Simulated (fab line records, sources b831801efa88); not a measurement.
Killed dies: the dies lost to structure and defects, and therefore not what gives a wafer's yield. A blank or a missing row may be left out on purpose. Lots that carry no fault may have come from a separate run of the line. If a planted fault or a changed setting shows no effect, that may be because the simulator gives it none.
2 desks looking at one fault :: flow sky130 :: each desk has only its own numbers; what lay behind them comes last

## FOR THE TOOL OWNER'S DESK: hdpcvd-02
The tool's own readings at SKY_VIA1_HDPCVD_00 (deposits SiO2, target thk 1030 nm, time 171.7 s): means of the sampled wafers that have a number, for each lot that ran on this tool. A lot is out of limits, marked OUT, if its mean lies more than 4 standard deviations from the usual mean; the brackets give that distance.
Columns: A = sih4-flow-sccm at SKY_VIA1_HDPCVD_00, usual 59.99 sccm
lot: L208
first seen here: day 33 05:06
A: 59.93

lot: L210
first seen here: day 33 20:00
A: 59.94

lot: L212
first seen here: day 34 10:26
A: 60.23

lot: L213
first seen here: day 34 15:41
A: 59.92

lot: L216
first seen here: day 36 00:02
A: 59.96

lot: L218
first seen here: day 36 11:16
A: 59.94

lot: L224
first seen here: day 38 03:56
A: 80.06 (+99 or more) OUT

lot: L225
first seen here: day 38 06:09
A: 70.03 (+53) OUT
Finding of this desk: L224, L225 out of limits; the first was L224 at day 38 03:56, on sih4-flow-sccm at SKY_VIA1_HDPCVD_00. L208, L210, L212, L213, L216, L218: within limits.

## AT THE METROLOGY DESK
What the gauges read for every lot (on any tool): the sampled wafers with a number, averaged. A lot is out of limits, marked OUT, if its mean lies more than 4 standard deviations from the usual mean; the brackets give that distance.
Columns: A = CONTACT_OVL at SKY_CONTACT_OVL_MEAS_15, usual 0 nm; B = CONTACT_W_THK at SKY_CONTACT_THK_MEAS_26, usual 341 nm; C = VIA1_HDPCVD_THK at SKY_VIA1_THK_MEAS_01, usual 1031 nm
lot: L208
first seen here: day 31 23:36
A: 2
B: 340
C: 1032

lot: L209
first seen here: day 32 03:20
A: -7
B: 343
C: 1036

lot: L210
first seen here: day 32 13:53
A: -3
B: 341
C: 1037

lot: L212
first seen here: day 33 05:45
A: 2
B: 341
C: 1038

lot: L213
first seen here: day 33 10:14
A: 5
B: 342
C: 1028

lot: L215
first seen here: day 34 05:32
A: -2
B: 344
C: 1027

lot: L216
first seen here: day 34 19:24
A: 3
B: 334
C: 1024

lot: L218
first seen here: day 35 06:37
A: -1
B: 339
C: 1044

lot: L219
first seen here: day 35 11:44
A: 5
B: 340
C: 1033

lot: L224
first seen here: day 36 23:50
A: -2
B: 338
C: 1377 (+38) OUT

lot: L225
first seen here: day 37 01:44
A: -1
B: 331
C: 1200 (+19) OUT

lot: L229
first seen here: day 38 15:29
A: -5
B: 349
C: 1012
Per this desk, out of limits: L224, L225; the first was L224, day 38 04:04 (VIA1_HDPCVD_THK at SKY_VIA1_THK_MEAS_01). L208, L209, L210, L212, L213, L215, L216, L218, L219, L229: within limits.

## ALL TOGETHER
An alarm could have come from the tool owner's desk at day 38 03:56, on L224, L225.
Metrology desk: alarm possible at day 38 04:04 on L224, L225.
On hdpcvd-02, each named lot ran SKY_VIA1_HDPCVD_00.

## WHAT THE SIMULATOR HAD PUT IN
hdpcvd-02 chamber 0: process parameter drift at SKY_VIA1_HDPCVD_00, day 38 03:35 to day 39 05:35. The setting sih4-flow-sccm was moved by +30, starting from 60. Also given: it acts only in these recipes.
Struck lots among those shown: L224, L225.
Time in hours from fault onset to the first out-of-limits reading at each desk: tool owner's desk 0, metrology desk 0.
